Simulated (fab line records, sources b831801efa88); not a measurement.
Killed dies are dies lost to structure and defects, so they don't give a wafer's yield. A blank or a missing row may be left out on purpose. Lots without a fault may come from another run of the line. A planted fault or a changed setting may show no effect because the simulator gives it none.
Which tool did it? | flow gf180mcu | 24 lots, 72 wafers sampled, at 6 steps of a route of 602

WHAT THE GAUGES READ, wafer by wafer
GF_M2_RS_MEAS_05: measures by four-point-probe. Usual: M2_ALCU_RS 0.0694 ohm/sq, standard deviation 0.00082.
lot  | measured     | on            | M2_ALCU_RS (ohm/sq)  | flag
L074 | day 18 10:08 | film_metro-02 | 0.0677 0.0687 0.0680 |
L075 | day 19 02:13 | film_metro-04 | 0.0695 0.0696 0.0697 |
L076 | day 19 02:23 | film_metro-02 | 0.0684 0.0692 0.0684 |
L078 | day 19 16:32 | film_metro-01 | 0.0691 0.0692 0.0690 |
L077 | day 19 20:46 | film_metro-04 | 0.0683 0.0679 0.0685 |
L079 | day 20 04:20 | film_metro-01 | 0.0700 0.0705 0.0696 |
L080 | day 20 14:50 | film_metro-02 | 0.0699 0.0704 0.0693 |
L081 | day 21 00:53 | film_metro-04 | 0.0699 0.0696 0.0697 |
L082 | day 21 01:53 | film_metro-04 | 0.0699 0.0690 0.0691 |
L083 | day 21 15:14 | film_metro-01 | 0.0699 0.0692 0.0707 |
L084 | day 22 00:51 | film_metro-04 | 0.0700 0.0694 0.0691 |
L085 | day 22 09:19 | film_metro-02 | 0.0682 0.0685 0.0689 |
L086 | day 22 18:10 | film_metro-02 | 0.0691 0.0693 0.0710 |
L087 | day 23 00:11 | film_metro-01 | 0.0693 0.0705 0.0690 |
L088 | day 23 11:25 | film_metro-01 | 0.0708 0.0705 0.0703 |
L089 | day 23 20:33 | film_metro-04 | 0.0705 0.0694 0.0690 |
L090 | day 24 02:11 | film_metro-01 | 0.0692 0.0698 0.0696 |
L091 | day 24 10:16 | film_metro-04 | 0.0689 0.0699 0.0682 |
L092 | day 24 18:34 | film_metro-01 | 0.0679 0.0688 0.0682 |
L093 | day 25 02:35 | film_metro-04 | 0.0690 0.0693 0.0689 |
L094 | day 25 05:40 | film_metro-01 | 0.0710 0.0705 0.0700 |
L095 | day 25 12:18 | film_metro-02 | 0.0698 0.0693 0.0695 |
L096 | day 25 20:21 | film_metro-01 | 0.0703 0.0715 0.0693 |
L097 | day 26 05:32 | film_metro-02 | 0.0683 0.0681 0.0678 |

GF_M2_THK_MEAS_06: measures by xrf. Usual: M2_ALCU_THK 450 nm, standard deviation 6.3.
lot  | measured     | on            | M2_ALCU_THK (nm) | flag
L074 | day 18 10:16 | film_metro-02 | 462 455 459      |
L075 | day 19 02:20 | film_metro-04 | 452 451 450      |
L076 | day 19 02:31 | film_metro-02 | 456 451 457      |
L078 | day 19 16:39 | film_metro-01 | 448 447 449      |
L077 | day 19 20:52 | film_metro-04 | 459 460 457      |
L079 | day 20 04:26 | film_metro-01 | 444 440 446      |
L080 | day 20 14:56 | film_metro-02 | 441 439 445      |
L081 | day 21 01:01 | film_metro-04 | 450 451 450      |
L082 | day 21 01:59 | film_metro-04 | 449 453 455      |
L083 | day 21 15:22 | film_metro-01 | 446 450 441      |
L084 | day 22 00:58 | film_metro-04 | 449 455 454      |
L085 | day 22 09:25 | film_metro-02 | 455 452 451      |
L086 | day 22 18:16 | film_metro-02 | 449 449 437      |
L087 | day 23 00:19 | film_metro-01 | 446 440 450      |
L088 | day 23 11:32 | film_metro-01 | 439 441 440      |
L089 | day 23 20:40 | film_metro-04 | 448 454 458      |
L090 | day 24 02:19 | film_metro-01 | 447 444 444      |
L091 | day 24 10:22 | film_metro-04 | 457 452 462      |
L092 | day 24 18:39 | film_metro-01 | 455 452 455      |
L093 | day 25 02:43 | film_metro-04 | 457 453 458      |
L094 | day 25 05:47 | film_metro-01 | 435 440 445      |
L095 | day 25 12:23 | film_metro-02 | 445 448 448      |
L096 | day 25 20:28 | film_metro-01 | 442 435 450      |
L097 | day 26 05:40 | film_metro-02 | 455 458 458      |

GF_M2_CD_MEAS_14: target cd 280 nm. Usual: cd_nm 279.3 nm, standard deviation 1.6.
lot  | measured     | on        | cd_nm (nm)        | flag
L074 | day 19 09:42 | cd_sem-01 | 278.6 278.2 279.0 |
L075 | day 20 02:01 | cd_sem-02 | 279.5 280.5 280.1 |
L076 | day 20 02:12 | cd_sem-01 | 277.7 278.3 277.5 |
L078 | day 20 15:57 | cd_sem-01 | 279.9 279.1 279.4 |
L077 | day 20 20:35 | cd_sem-02 | 279.5 279.7 279.8 |
L079 | day 21 04:07 | cd_sem-01 | 279.5 278.8 278.8 |
L080 | day 21 15:26 | cd_sem-01 | 280.1 279.9 279.9 |
L081 | day 22 00:59 | cd_sem-01 | 280.9 280.5 280.0 |
L082 | day 22 01:48 | cd_sem-01 | 281.1 282.4 280.9 |
L083 | day 22 15:00 | cd_sem-02 | 278.2 280.0 279.5 |
L084 | day 22 23:52 | cd_sem-02 | 278.2 277.0 278.0 |
L085 | day 23 08:16 | cd_sem-01 | 280.8 280.3 280.4 |
L086 | day 23 16:39 | cd_sem-01 | 280.9 280.8 280.4 |
L087 | day 23 23:03 | cd_sem-01 | 277.9 279.3 277.8 |
L088 | day 24 10:02 | cd_sem-02 | 280.7 280.1 280.5 |
L089 | day 24 19:03 | cd_sem-01 | 280.0 279.7 278.5 |
L090 | day 24 23:41 | cd_sem-02 | 281.2 278.8 280.6 |
L091 | day 25 07:08 | cd_sem-01 | 277.6 277.1 277.7 |
L092 | day 25 15:47 | cd_sem-02 | 280.0 279.6 280.6 |
L093 | day 25 23:35 | cd_sem-01 | 275.4 276.7 277.1 |
L094 | day 26 02:06 | cd_sem-01 | 278.3 277.2 278.7 |
L095 | day 26 08:46 | cd_sem-01 | 282.1 283.0 282.4 |
L096 | day 26 17:06 | cd_sem-01 | 276.5 277.5 277.3 |
L097 | day 27 02:26 | cd_sem-01 | 280.2 280.6 280.5 |

GF_M2_OVL_MEAS_15. Usual: M2_OVL 3 nm, standard deviation 6.
lot  | measured     | on         | M2_OVL (nm) | flag
L074 | day 19 09:49 | overlay-02 | -2 2 13     |
L075 | day 20 02:08 | overlay-01 | 2 -1 1      |
L076 | day 20 02:19 | overlay-02 | 13 -1 8     |
L078 | day 20 16:04 | overlay-01 | 0 0 7       |
L077 | day 20 20:40 | overlay-02 | -6 2 1      |
L079 | day 21 04:13 | overlay-02 | 10 3 10     |
L080 | day 21 15:32 | overlay-01 | -5 2 1      |
L081 | day 22 01:06 | overlay-02 | 6 4 10      |
L082 | day 22 01:53 | overlay-01 | 12 7 7      |
L083 | day 22 15:07 | overlay-02 | 11 2 4      |
L084 | day 22 23:59 | overlay-01 | -3 4 4      |
L085 | day 23 08:23 | overlay-01 | 3 8 9       |
L086 | day 23 16:44 | overlay-02 | 4 -2 6      |
L087 | day 23 23:10 | overlay-02 | 0 1 2       |
L088 | day 24 10:09 | overlay-02 | 8 2 9       |
L089 | day 24 19:10 | overlay-02 | 13 -3 11    |
L090 | day 24 23:48 | overlay-01 | 2 16 0      |
L091 | day 25 07:14 | overlay-02 | 12 11 12    |
L092 | day 25 15:52 | overlay-01 | -2 1 6      |
L093 | day 25 23:42 | overlay-02 | -2 -5 4     |
L094 | day 26 02:13 | overlay-01 | 4 3 0       |
L095 | day 26 08:51 | overlay-02 | 15 6 14     |
L096 | day 26 17:13 | overlay-02 | 11 13 16    |
L097 | day 27 02:33 | overlay-02 | -3 -5 -3    |

GF_V2_THK_MEAS_01. Usual: V2_CVD_00_THK 600 nm, standard deviation 5.7.
lot  | measured     | on            | V2_CVD_00_THK (nm) | flag
L074 | day 19 10:35 | film_metro-04 | 591 592 595        |
L075 | day 20 02:54 | film_metro-04 | 595 589 590        |
L076 | day 20 03:08 | film_metro-04 | 593 593 592        |
L078 | day 20 17:14 | film_metro-03 | 595 593 592        |
L077 | day 20 21:35 | film_metro-01 | 607 610 607        |
L079 | day 21 05:07 | film_metro-03 | 602 599 599        |
L080 | day 21 16:19 | film_metro-01 | 598 597 602        |
L081 | day 22 01:54 | film_metro-03 | 603 599 610        |
L082 | day 22 02:41 | film_metro-01 | 599 608 597        |
L083 | day 22 15:54 | film_metro-01 | 603 593 601        |
L084 | day 23 00:45 | film_metro-04 | 599 608 610        |
L085 | day 23 09:09 | film_metro-03 | 605 603 600        |
L086 | day 23 17:31 | film_metro-04 | 598 600 605        |
L087 | day 23 23:56 | film_metro-04 | 598 601 601        |
L088 | day 24 10:57 | film_metro-03 | 581 588 592        |
L089 | day 24 19:56 | film_metro-01 | 610 596 610        |
L090 | day 25 00:37 | film_metro-03 | 595 598 611        |
L091 | day 25 08:02 | film_metro-03 | 595 603 597        |
L092 | day 25 16:39 | film_metro-01 | 599 594 601        |
L093 | day 26 00:29 | film_metro-04 | 601 605 604        |
L094 | day 26 03:01 | film_metro-03 | 601 601 602        |
L095 | day 26 09:40 | film_metro-01 | 600 604 601        |
L096 | day 26 18:00 | film_metro-01 | 609 594 605        |
L097 | day 27 03:20 | film_metro-03 | 596 602 603        |

WHICH TOOL RAN EACH LOT (tool, then ch and the chambers of the sampled wafers, then the start)
lot  | GF_V1_SPUTTER_22
L074 | pvd_sputter-03, day 18 09:17
L075 | pvd_sputter-02, day 19 01:21
L076 | pvd_sputter-03, day 19 01:32
L078 | pvd_sputter-02, day 19 15:40
L077 | pvd_sputter-02, day 19 19:52
L079 | pvd_sputter-03, day 20 03:26
L080 | pvd_sputter-02, day 20 13:58
L081 | pvd_sputter-04, day 21 00:02
L082 | pvd_sputter-02, day 21 00:59
L083 | pvd_sputter-02, day 21 14:23
L084 | pvd_sputter-04, day 21 23:59
L085 | pvd_sputter-03, day 22 08:26
L086 | pvd_sputter-04, day 22 17:16
L087 | pvd_sputter-04, day 22 23:20
L088 | pvd_sputter-02, day 23 10:34
L089 | pvd_sputter-04, day 23 19:41
L090 | pvd_sputter-03, day 24 01:20
L091 | pvd_sputter-04, day 24 09:23
L092 | pvd_sputter-03, day 24 17:39
L093 | pvd_sputter-02, day 25 01:43
L094 | pvd_sputter-04, day 25 04:49
L095 | pvd_sputter-02, day 25 11:23
L096 | pvd_sputter-03, day 25 19:29
L097 | pvd_sputter-04, day 26 04:41
- GF_V1_SPUTTER_22: material TiN, target thk 10 nm, time 40 s.

WHAT THE TOOLS THEMSELVES READ (means of the sampled wafers that have a number; where no wafer has one, the mark that the record gives instead)
GF_V1_SPUTTER_22. Usual: chamber_pressure_pa 4.998 Pa, standard deviation 0.01; throttle_valve_pct 29.9 %, standard deviation 0.79.
lot  | tool           | chamber_pressure_pa (Pa) | throttle_valve_pct (%) | flag
L074 | pvd_sputter-03 | 4.999                    | 30.8                   |
L075 | pvd_sputter-02 | 5.004                    | 30.2                   |
L076 | pvd_sputter-03 | 4.997                    | 30.5                   |
L078 | pvd_sputter-02 | 5.005                    | 30.2                   |
L077 | pvd_sputter-02 | 4.995                    | 29.8                   |
L079 | pvd_sputter-03 | 4.999                    | 30.7                   |
L080 | pvd_sputter-02 | 5.008                    | 29.9                   |
L081 | pvd_sputter-04 | 5.007                    | 29.9                   |
L082 | pvd_sputter-02 | 4.999                    | 30.1                   |
L083 | pvd_sputter-02 | 4.993                    | 30.2                   |
L084 | pvd_sputter-04 | 4.996                    | 29.1                   |
L085 | pvd_sputter-03 | 4.992                    | 29.9                   |
L086 | pvd_sputter-04 | 4.997                    | 29.7                   |
L087 | pvd_sputter-04 | 4.998                    | 29.7                   |
L088 | pvd_sputter-02 | 5.006                    | 30.1                   |
L089 | pvd_sputter-04 | 4.999                    | 29.7                   |
L090 | pvd_sputter-03 | 5.004                    | 30.3                   |
L091 | pvd_sputter-04 | 5.000                    | 29.9                   |
L092 | pvd_sputter-03 | 4.997                    | 30.3                   |
L093 | pvd_sputter-02 | 4.999                    | 30.0                   |
L094 | pvd_sputter-04 | 4.999                    | 30.0                   |
L095 | pvd_sputter-02 | 4.998                    | 30.2                   |
L096 | pvd_sputter-03 | 4.998                    | 30.0                   |
L097 | pvd_sputter-04 | 4.998                    | 29.1                   |

THE ANSWER, worked out from the rows above alone
Rule: a lot is off if the mean of its wafers that have a number lies more than 3 standard deviations from the usual mean. A lot without any number at a reading at which 4 lots or more have one is off too. The other lots that the step has rows for count as sound. The gauges are gone through in route order, then the tools' own readings, and for those a lot's mean is taken as printed above. The first step at which some lot is off is used, and at that step the reading that is off furthest; a lot without a number counts as furthest.
No lot is off at any reading shown: from this, nothing can be told.

WHAT THE SIMULATOR HAD PUT IN
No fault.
